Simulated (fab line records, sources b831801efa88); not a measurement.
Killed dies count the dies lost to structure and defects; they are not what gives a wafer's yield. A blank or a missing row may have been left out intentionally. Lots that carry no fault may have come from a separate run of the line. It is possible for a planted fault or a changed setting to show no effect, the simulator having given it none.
Which tool is to blame?	flow sky130	40 wafers from 14 lots sampled at 2 of the route's 708 steps

== WHAT THE GAUGES READ, wafer by wafer ==
SKY_VT_ADJUST_PCH_TW_MEAS_10. Usual: VT_ADJUST_PCH_TW gives 142.6 (standard deviation 1.4).
lot	measured	on	VT_ADJUST_PCH_TW	flag
L798	day 10 13:09	film-metro-04	140.6 141.3 141.0	
L800	day 10 23:10	film-metro-02	144.2 144.1 144.7	
L801	day 11 07:56	film-metro-04	141.6 140.3 141.4	
L802	day 11 17:28	film-metro-01	143.4 142.6 142.9	
L804	day 12 06:38	film-metro-01	143.3 143.3 142.9	
L806	day 12 16:54	film-metro-02	143.7 143.5	
L807	day 13 05:54	film-metro-01	144.5 144.2	
L814	day 15 21:59	film-metro-02	143.6 143.2 144.1	
L815	day 16 02:52	film-metro-04	140.5 141.0 141.0	
L816	day 16 03:53	film-metro-04	141.1 140.2 141.2	
L817	day 16 13:37	film-metro-01	142.4 143.8 143.2	
L818	day 16 22:22	film-metro-04	140.3 141.0 141.5	
L819	day 17 18:49	film-metro-01	144.2 143.3 143.3	
L820	day 18 01:08	film-metro-04	141.1 141.0 141.4	

== TOOL THAT RAN EACH LOT (tool first, then ch and the chambers of the sampled wafers, then the start) ==
lot	SKY_NWELL_STRIP_25
L798	plasma-asher-04 ch 0,1, day 5 09:43
L800	plasma-asher-04 ch 0,1, day 5 18:50
L801	plasma-asher-04 ch 0,1, day 6 00:12
L802	plasma-asher-01 ch 0,1, day 6 08:46
L804	plasma-asher-02 ch 0,1, day 6 19:13
L806	plasma-asher-01 ch 0,1, day 7 03:47
L807	plasma-asher-01 ch 0,1, day 7 12:52
L814	plasma-asher-01 ch 0,1, day 9 14:56
L815	plasma-asher-04 ch 1, day 9 18:44
L816	plasma-asher-01 ch 0,1, day 9 21:42
L817	plasma-asher-04 ch 0,1, day 10 02:25
L818	plasma-asher-04 ch 0,1, day 10 10:23
L819	plasma-asher-04 ch 0,1, day 11 00:58
L820	plasma-asher-01 ch 0,1, day 11 08:20
- SKY_NWELL_STRIP_25: strips in O2/N2.

== AS READ BY THE TOOLS THEMSELVES (means over the sampled wafers that have a number; for cases with no such wafer, the mark the record gives instead) ==
SKY_NWELL_STRIP_25. Usual: drypump-motor-current-A 5.6 A, standard deviation 0.42; oes-product-au 0.723 a.u., standard deviation 0.0051; strip-time-to-endpoint-s 36.91 s, standard deviation 0.11.
lot	tool	drypump-motor-current-A (A)	oes-product-au (a.u.)	strip-time-to-endpoint-s (s)	flag
L798	plasma-asher-04	6.0	0.721	37.04	
L800	plasma-asher-04	6.0	0.721	36.85	
L801	plasma-asher-04	6.0	0.721	36.73	
L802	plasma-asher-01	5.3	0.719	37.00	
L804	plasma-asher-02	5.7	0.720	36.99	
L806	plasma-asher-01	5.2	0.720	36.70	
L807	plasma-asher-01	5.3	0.721	36.91	
L814	plasma-asher-01	5.2	0.724	36.89	
L815	plasma-asher-04	6.2	0.722	36.95	
L816	plasma-asher-01	5.3	0.721	37.00	
L817	plasma-asher-04	6.0	0.728	36.97	
L818	plasma-asher-04	6.1	0.723	36.81	
L819	plasma-asher-04	6.0	0.728	36.99	
L820	plasma-asher-01	5.2	0.722	36.83	

== THE ANSWER, worked out from the rows above alone ==
Rule: a lot counts as off when the mean over its wafers that have a number is more than 3 standard deviations away from the usual mean. A lot without any number at a reading at which 4 lots or more have one is off too. All remaining lots with rows at the step are treated as sound. The gauges are gone through in route order, then the tools' own readings, and for those a lot's mean is taken as printed above. At the first step where some lot is off, the reading lying furthest off is the one used; lots without a number count as furthest.
No lot is off on any of the readings shown, so nothing can be concluded from this.

== WHAT HAD BEEN PUT IN BY THE SIMULATOR ==
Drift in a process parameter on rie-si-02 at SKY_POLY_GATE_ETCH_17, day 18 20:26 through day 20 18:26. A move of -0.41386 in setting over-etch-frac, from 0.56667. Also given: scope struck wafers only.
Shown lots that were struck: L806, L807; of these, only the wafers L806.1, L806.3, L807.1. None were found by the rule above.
